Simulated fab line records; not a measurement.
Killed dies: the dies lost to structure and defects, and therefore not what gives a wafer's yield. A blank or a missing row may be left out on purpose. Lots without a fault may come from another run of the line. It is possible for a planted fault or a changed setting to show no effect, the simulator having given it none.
Comparing a struck lot with a sound one ; flow sky130 ; 14 steps out of a route of 708
Sound: these wafers, L318.3, L318.5, L318.6. Wafers L317.3, L317.4, L317.6 were the ones struck. The cause is named last.
Per side, at each step with rows, come the tool, then ch with its chambers, and then its first start. Under that, the readings that differ: sound wafers ; struck wafers ; difference of the means ; sigmas: that difference in standard deviations of wafers without a fault.
alike: readings whose means differ by less than 2 such deviations, and words and numbers that are the same on both sides. not compared: withheld readings, readings that some wafer has no value for, bounds like >300 that may hide the same value, and numbers for which the record gives no deviation and whose values overlap.
Wherever a step has rows on one side only, a row that says differs or no value, or a row with sigmas, the two part there. When numbers do not overlap yet have no deviation, they are printed without sigmas and do not part them. A reading that every wafer of one side lacks parts them only if that side has two wafers or more.

first, 6 steps without rows for these wafers: SKY_VIA4_HMDS_05 (prime time 60 s); SKY_VIA4_COAT_06 (resist thk 1140 nm); SKY_VIA4_SOFTBAKE_07 (time 60 s); SKY_VIA4_EXPOSE_08 (exposes mask VIM4, target cd 800 nm); SKY_VIA4_PEB_09; SKY_VIA4_DEVELOP_10 (develop time 60 s).
SKY_VIA4_OVL_MEAS_11:
  sound on overlay-01, day 46 07:52; struck on overlay-02, day 46 02:00
  alike: VIA4_OVL
SKY_VIA4_ETCH_12: etches SiO2 in C4F8/O2/Ar, stops on TiN, target depth 580 nm.
  sound on rie-diel-03 ch 1,2,3, day 46 07:53; struck on rie-diel-02 ch 0,2, day 46 02:01
  alike: oes-product-au
SKY_VIA4_STRIP_13: strips in O2/N2.
  sound on plasma-asher-03 ch 0,1, day 46 07:59; struck on plasma-asher-03 ch 0,1, day 46 02:08
  alike: drypump-motor-current-A, oes-product-au, strip-time-to-endpoint-s
  not compared: rf-hours-counter-h
then, 3 steps without rows for these wafers: SKY_VIA4_STRIP_14 (strips in post etch residue remover, time 1200 s); SKY_VIA4_CLEAN_15 (cleans in IPA, time 180 s); SKY_VIA4_CLEAN_16 (cleans in O3/DIW).
SKY_VIA4_SPUTTER_17: material TiN, target thk 20 nm, time 80 s.
  sound on pvd-sputter-03, day 46 08:53; struck on pvd-sputter-01, day 46 02:47
  no value came back on the struck wafers for cathode-dc-power-W (W), chamber-pressure-pa (Pa), throttle-valve-pct (%); on the sound wafers cathode-dc-power-W (W) reads 3999.3 3999.9 3999.3
SKY_VIA4_CVD_18: deposits W, target thk 505 nm, time 152.14 s.
  sound on cvd-w-01 ch 0,1, day 46 09:00; struck on cvd-w-02 ch 0,1, day 46 02:53
  alike: heater-power-w

WHERE THEY PART
Only at SKY_VIA4_SPUTTER_17, as far as this record shows. Later steps at which nothing parts them and some readings are alike: SKY_VIA4_CVD_18.

WHY: what the simulator had put in
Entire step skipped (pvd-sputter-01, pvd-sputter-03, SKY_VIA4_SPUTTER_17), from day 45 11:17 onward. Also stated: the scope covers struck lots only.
